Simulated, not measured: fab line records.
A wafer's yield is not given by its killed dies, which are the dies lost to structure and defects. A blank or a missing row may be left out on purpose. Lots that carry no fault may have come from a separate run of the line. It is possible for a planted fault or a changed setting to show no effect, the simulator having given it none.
What tool caused it? | flow gf180mcu | 6 lots, 18 wafers sampled, at 3 steps of a route of 602

== WHAT THE GAUGES SHOWED, per wafer ==
GF_PSD_RS_MEAS_14: the measuring method here is four-point-probe.
lot  | measured     | on            | NSD_RS (ohm/sq)
L997 | day 15 04:20 | film-metro-02 | 46.05 46.10 46.17
L999 | day 15 17:45 | film-metro-03 | 46.07 46.04 46.11
L104 | day 17 13:13 | film-metro-02 | 44.47 44.64 44.52
L111 | day 20 11:58 | film-metro-02 | 45.87 46.02 45.96
L113 | day 21 06:31 | film-metro-03 | 46.10 46.14 46.15
L117 | day 22 12:13 | film-metro-03 | 46.05 46.11 46.00

== TOOL THAT RAN EACH LOT (tool first, then ch and the chambers of the sampled wafers, then the start) ==
lot  | GF_NSD_IMPLANT_09               | GF_NSD_STRIP_11
L997 | implanter-04 ch 0, day 14 07:03 | plasma-asher-01 ch 0,1, day 14 07:21
L999 | implanter-04 ch 0, day 14 19:14 | plasma-asher-03 ch 0,1, day 14 19:32
L104 | implanter-03 ch 0, day 16 14:05 | plasma-asher-03 ch 0, day 16 14:21
L111 | implanter-02 ch 0, day 19 11:02 | plasma-asher-03 ch 0,1, day 19 11:19
L113 | implanter-03 ch 0, day 20 05:30 | plasma-asher-01 ch 0,1, day 20 05:47
L117 | implanter-02 ch 0, day 21 12:03 | plasma-asher-01 ch 0,1, day 21 12:20
- GF_NSD_IMPLANT_09
- GF_NSD_STRIP_11: strips in O2/N2.

== THE ANSWER, worked out from the rows above alone ==
Rule: what is usual is taken from the lots themselves. The widest of any qualifying gaps counts: lots, ordered by their means at a reading, are off when they make up no more than a third of the lots, leave a main group of 4 or more, and stand apart from it by 3 or more times the standard deviation of that group's means. If all means in a main group match to the digits the tables above print for the reading, that group is not used. Also off: a lot with no number at a reading for which 4 or more lots have one. All remaining lots with rows at the step are treated as sound.
Off: at GF_PSD_RS_MEAS_14 (NSD_RS), L104. Mean 46.06 ohm/sq and standard deviation 0.062 in the main group.
If a tool, at a process step before that reading, ran all the lots that are off and no sound lot after the first of them, it fits. Those tools and the gauges at GF_PSD_RS_MEAS_14 are tried in the same way. Not one of the candidates tried fits.

== WHAT WAS PUT IN BY THE SIMULATOR ==
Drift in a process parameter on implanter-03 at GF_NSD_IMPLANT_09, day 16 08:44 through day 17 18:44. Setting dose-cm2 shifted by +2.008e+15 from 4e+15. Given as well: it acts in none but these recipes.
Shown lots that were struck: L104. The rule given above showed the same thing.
